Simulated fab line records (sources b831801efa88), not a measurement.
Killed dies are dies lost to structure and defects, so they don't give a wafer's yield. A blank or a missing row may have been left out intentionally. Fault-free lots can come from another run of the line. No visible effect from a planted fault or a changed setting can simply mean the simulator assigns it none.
Which of the tools did it? || flow gf180mcu || 39 wafers from 13 lots sampled at 2 of the route's 602 steps

== WHAT EACH GAUGE READ, for each wafer ==
GF_M3_OVL_MEAS_15. Usual: M3_OVL 0 nm, standard deviation 4.6.
{"lot": "L854", "measured": "day 21 03:59", "on": "overlay-01", "M3_OVL (nm)": "-8 -13 -12", "flag": ""}
{"lot": "L855", "measured": "day 21 11:07", "on": "overlay-01", "M3_OVL (nm)": "0 4 -2", "flag": ""}
{"lot": "L856", "measured": "day 22 06:14", "on": "overlay-02", "M3_OVL (nm)": "-1 1 4", "flag": ""}
{"lot": "L857", "measured": "day 22 13:20", "on": "overlay-02", "M3_OVL (nm)": "-3 -2 3", "flag": ""}
{"lot": "L859", "measured": "day 23 03:58", "on": "overlay-01", "M3_OVL (nm)": "1 -4 0", "flag": ""}
{"lot": "L860", "measured": "day 23 09:13", "on": "overlay-02", "M3_OVL (nm)": "6 2 5", "flag": ""}
{"lot": "L861", "measured": "day 23 22:31", "on": "overlay-02", "M3_OVL (nm)": "-4 -2 0", "flag": ""}
{"lot": "L865", "measured": "day 25 10:46", "on": "overlay-02", "M3_OVL (nm)": "4 6 3", "flag": ""}
{"lot": "L866", "measured": "day 25 19:13", "on": "overlay-02", "M3_OVL (nm)": "-2 -2 -4", "flag": ""}
{"lot": "L870", "measured": "day 27 02:52", "on": "overlay-02", "M3_OVL (nm)": "7 11 10", "flag": ""}
{"lot": "L874", "measured": "day 28 03:26", "on": "overlay-01", "M3_OVL (nm)": "-1 -8 -3", "flag": ""}
{"lot": "L875", "measured": "day 28 05:45", "on": "overlay-01", "M3_OVL (nm)": "4 6 8", "flag": ""}
{"lot": "L877", "measured": "day 28 22:22", "on": "overlay-02", "M3_OVL (nm)": "2 7 4", "flag": ""}

== TOOL THAT RAN EACH LOT (tool first, then ch and the chambers of the sampled wafers, then the start) ==
{"lot": "L854", "GF_V1_CMP_26": "cmp-02 ch 0,1,3, day 18 01:25"}
{"lot": "L855", "GF_V1_CMP_26": "cmp-02 ch 0,2,3, day 18 06:35"}
{"lot": "L856", "GF_V1_CMP_26": "cmp-02 ch 0,2,3, day 19 03:08"}
{"lot": "L857", "GF_V1_CMP_26": "cmp-01 ch 1,3, day 19 10:25"}
{"lot": "L859", "GF_V1_CMP_26": "cmp-02 ch 0,1,3, day 20 01:10"}
{"lot": "L860", "GF_V1_CMP_26": "cmp-01 ch 0,1,3, day 20 07:46"}
{"lot": "L861", "GF_V1_CMP_26": "cmp-02 ch 2,3, day 20 22:38"}
{"lot": "L865", "GF_V1_CMP_26": "cmp-02 ch 0,1,2, day 22 11:35"}
{"lot": "L866", "GF_V1_CMP_26": "cmp-02 ch 1,2, day 22 23:49"}
{"lot": "L870", "GF_V1_CMP_26": "cmp-01 ch 1,3, day 24 08:20"}
{"lot": "L874", "GF_V1_CMP_26": "cmp-01 ch 0,1,2, day 25 10:49"}
{"lot": "L875", "GF_V1_CMP_26": "cmp-01 ch 0,2,3, day 25 12:16"}
{"lot": "L877", "GF_V1_CMP_26": "cmp-01 ch 0,1, day 26 06:10"}
- GF_V1_CMP_26: polishes, stops on SiO2, t overpolish 15 s, target thk 0 nm.

== AS READ BY THE TOOLS THEMSELVES (means over the sampled wafers that have a number; for cases with no such wafer, the mark the record gives instead) ==
GF_V1_CMP_26. Usual: motor-current-A 10.7 A, standard deviation 0.98; overpolish-run-s 15.001 s, standard deviation 0.01; slurry-filter-dp-kPa 13.50 kPa, standard deviation 0.11; time-to-endpoint-s 85 s, standard deviation 3.3.
{"lot": "L854", "tool": "cmp-02", "motor-current-A (A)": 11.2, "overpolish-run-s (s)": 14.995, "slurry-filter-dp-kPa (kPa)": 13.49, "time-to-endpoint-s (s)": 87, "flag": ""}
{"lot": "L855", "tool": "cmp-02", "motor-current-A (A)": 11.0, "overpolish-run-s (s)": 15.002, "slurry-filter-dp-kPa (kPa)": 13.46, "time-to-endpoint-s (s)": 83, "flag": ""}
{"lot": "L856", "tool": "cmp-02", "motor-current-A (A)": 10.8, "overpolish-run-s (s)": 15.003, "slurry-filter-dp-kPa (kPa)": 13.50, "time-to-endpoint-s (s)": 85, "flag": ""}
{"lot": "L857", "tool": "cmp-01", "motor-current-A (A)": 10.8, "overpolish-run-s (s)": 15.001, "slurry-filter-dp-kPa (kPa)": 13.54, "time-to-endpoint-s (s)": 88, "flag": ""}
{"lot": "L859", "tool": "cmp-02", "motor-current-A (A)": 11.2, "overpolish-run-s (s)": 15.001, "slurry-filter-dp-kPa (kPa)": 13.47, "time-to-endpoint-s (s)": 87, "flag": ""}
{"lot": "L860", "tool": "cmp-01", "motor-current-A (A)": 11.4, "overpolish-run-s (s)": 15.002, "slurry-filter-dp-kPa (kPa)": 13.47, "time-to-endpoint-s (s)": 90, "flag": ""}
{"lot": "L861", "tool": "cmp-02", "motor-current-A (A)": 10.4, "overpolish-run-s (s)": 14.994, "slurry-filter-dp-kPa (kPa)": 13.46, "time-to-endpoint-s (s)": 87, "flag": ""}
{"lot": "L865", "tool": "cmp-02", "motor-current-A (A)": 11.4, "overpolish-run-s (s)": 15.017, "slurry-filter-dp-kPa (kPa)": 13.42, "time-to-endpoint-s (s)": 81, "flag": ""}
{"lot": "L866", "tool": "cmp-02", "motor-current-A (A)": 10.1, "overpolish-run-s (s)": 15.002, "slurry-filter-dp-kPa (kPa)": 13.44, "time-to-endpoint-s (s)": 81, "flag": ""}
{"lot": "L870", "tool": "cmp-01", "motor-current-A (A)": 10.9, "overpolish-run-s (s)": 15.015, "slurry-filter-dp-kPa (kPa)": 13.58, "time-to-endpoint-s (s)": 87, "flag": ""}
{"lot": "L874", "tool": "cmp-01", "motor-current-A (A)": 10.1, "overpolish-run-s (s)": 15.004, "slurry-filter-dp-kPa (kPa)": 13.60, "time-to-endpoint-s (s)": 87, "flag": ""}
{"lot": "L875", "tool": "cmp-01", "motor-current-A (A)": 10.7, "overpolish-run-s (s)": 15.010, "slurry-filter-dp-kPa (kPa)": 13.48, "time-to-endpoint-s (s)": 85, "flag": ""}
{"lot": "L877", "tool": "cmp-01", "motor-current-A (A)": 10.5, "overpolish-run-s (s)": 15.006, "slurry-filter-dp-kPa (kPa)": 13.51, "time-to-endpoint-s (s)": 81, "flag": ""}

== THE ANSWER, worked out from the rows above alone ==
Rule: take the mean of a lot's wafers that have a number; if it is more than 3 standard deviations from the usual mean, the lot is off. A lot without any number at a reading at which 4 lots or more have one is off too. The other lots that the step has rows for count as sound. After the gauges, taken in route order, come the tools' own readings; for these a lot's mean is taken, as printed above. The first step at which some lot is off is used, and at that step the reading that is off furthest; a lot without a number counts as furthest.
Nothing can be told from this: no lot is off at any reading shown.

== WHAT HAD BEEN PUT IN BY THE SIMULATOR ==
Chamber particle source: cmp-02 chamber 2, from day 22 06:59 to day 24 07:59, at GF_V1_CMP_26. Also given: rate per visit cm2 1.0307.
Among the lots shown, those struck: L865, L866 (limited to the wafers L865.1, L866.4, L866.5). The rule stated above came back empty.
